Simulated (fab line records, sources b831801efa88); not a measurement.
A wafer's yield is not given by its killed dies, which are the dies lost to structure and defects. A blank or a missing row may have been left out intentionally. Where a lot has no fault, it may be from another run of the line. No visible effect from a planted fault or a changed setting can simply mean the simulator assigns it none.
A lot that was struck, set against a sound lot || flow sky130 || 15 steps out of a route of 708
Sound: the wafers L910.2, L910.3, L910.6. Wafers L920.1, L920.3, L920.6 were the ones struck. The cause is named last.
For every step that has rows: the tool of each side, followed by ch and its chambers, followed by its first start. Under that, the readings that differ: sound wafers || struck wafers || difference of the means || sigmas: that difference in standard deviations of wafers without a fault.
alike: a reading whose means differ by less than 2 such deviations, as well as words and numbers matching on both sides. not compared: withheld readings; readings where some wafer has no value; bounds like >300 that might hide an equal value; numbers whose values overlap and for which the record gives no deviation.
Wherever a step has rows on one side only, a row that says differs or no value, or a row with sigmas, the two part there. Numbers that have no deviation but don't overlap get no sigmas and don't part them. Lack of a reading on every wafer of one side parts them only where that side has two or more wafers.

first, 1 step without rows for these wafers: SKY_VIA4_CMP_21 (polishes, stops on SiO2, t overpolish 25 s, target thk 0 nm).
SKY_METAL5_SPUTTER_00: material Ti, target thk 15 nm, time 10 s.
  struck on pvd sputter-04, day 46 00:06; sound on pvd sputter-01, day 42 23:22
  alike: throttle valve pct
SKY_METAL5_SPUTTER_01: material TiN, target thk 20 nm, time 16.7 s.
  struck on pvd sputter-04, day 46 00:07; sound on pvd sputter-01, day 42 23:23
  alike: throttle valve pct
SKY_METAL5_SPUTTER_02: material AlCu, target thk 1150 nm, time 61.2 s.
  struck on pvd sputter-04, day 46 00:09; sound on pvd sputter-01, day 42 23:25
  alike: throttle valve pct
SKY_METAL5_SPUTTER_03: material Ti, target thk 5 nm, time 3.3 s.
  struck on pvd sputter-04, day 46 00:12; sound on pvd sputter-01, day 42 23:28
  alike: throttle valve pct
SKY_METAL5_SPUTTER_04: material TiN, target thk 70 nm, time 58.3 s.
  struck on pvd sputter-04, day 46 00:13; sound on pvd sputter-01, day 42 23:29
  alike: throttle valve pct
SKY_METAL5_RS_MEAS_05: measures by four-point-probe.
  struck on film metro-04, day 46 00:16; sound on film metro-01, day 42 23:34
  alike: METAL5_ALCU_RS
SKY_METAL5_THK_MEAS_06: measures by xrf.
  struck on film metro-04, day 46 00:23; sound on film metro-01, day 42 23:40
  alike: METAL5_ALCU_THK
then, 4 steps without rows for these wafers: SKY_METAL5_DEHYDRATE_07 (time 60 s); SKY_METAL5_HMDS_08 (prime time 60 s); SKY_METAL5_COAT_09 (resist thk 1800 nm); SKY_METAL5_SOFTBAKE_10 (time 60 s).
SKY_METAL5_EXPOSE_11: exposes mask MM5, target cd 1600 nm.
  sound on iline stepper-01 ch 0, day 43 11:24; struck on iline stepper-02 ch 0, day 46 10:24
{"reading": "model.METAL5.overlay x nm (nm)", "sound": "-0.693 -0.693 -0.693", "struck": "227.6 227.6 227.6", "difference": "+228.3", "sigmas": ""}
  alike: mask
following that, these wafers have no rows for 1 step: SKY_METAL5_PEB_12.
-- the record jumps here: 2 days lie between the struck wafers' starts before and after (it left off in module METAL5 and takes up again in module PAD_OPEN, whose first step shown is number 708 of the route) --
SKY_PAD_OPEN_PROBE_99:
  struck on prober-02, day 48 14:07; sound on prober-02, day 45 20:53
{"reading": "model.etest.via4 chain.rc ohm", "sound": "0.8146 0.8123 0.7898", "struck": "0.8654 0.8496 0.8548", "difference": "+0.0510", "sigmas": ""}
  alike: defect limited yield, killed_at_M0_to_M3, killed_at_M4_up, killed at contacts, killed at front end, killed at other, killed dies, killed open, killed short, sort_bin_3_pad_short, sort_bin_5_function, sort_bin_6_memory, sort n pass, sort yield pct

## WHERE THEY PART
Nowhere in this record.

WHY: whatever the simulator had introduced
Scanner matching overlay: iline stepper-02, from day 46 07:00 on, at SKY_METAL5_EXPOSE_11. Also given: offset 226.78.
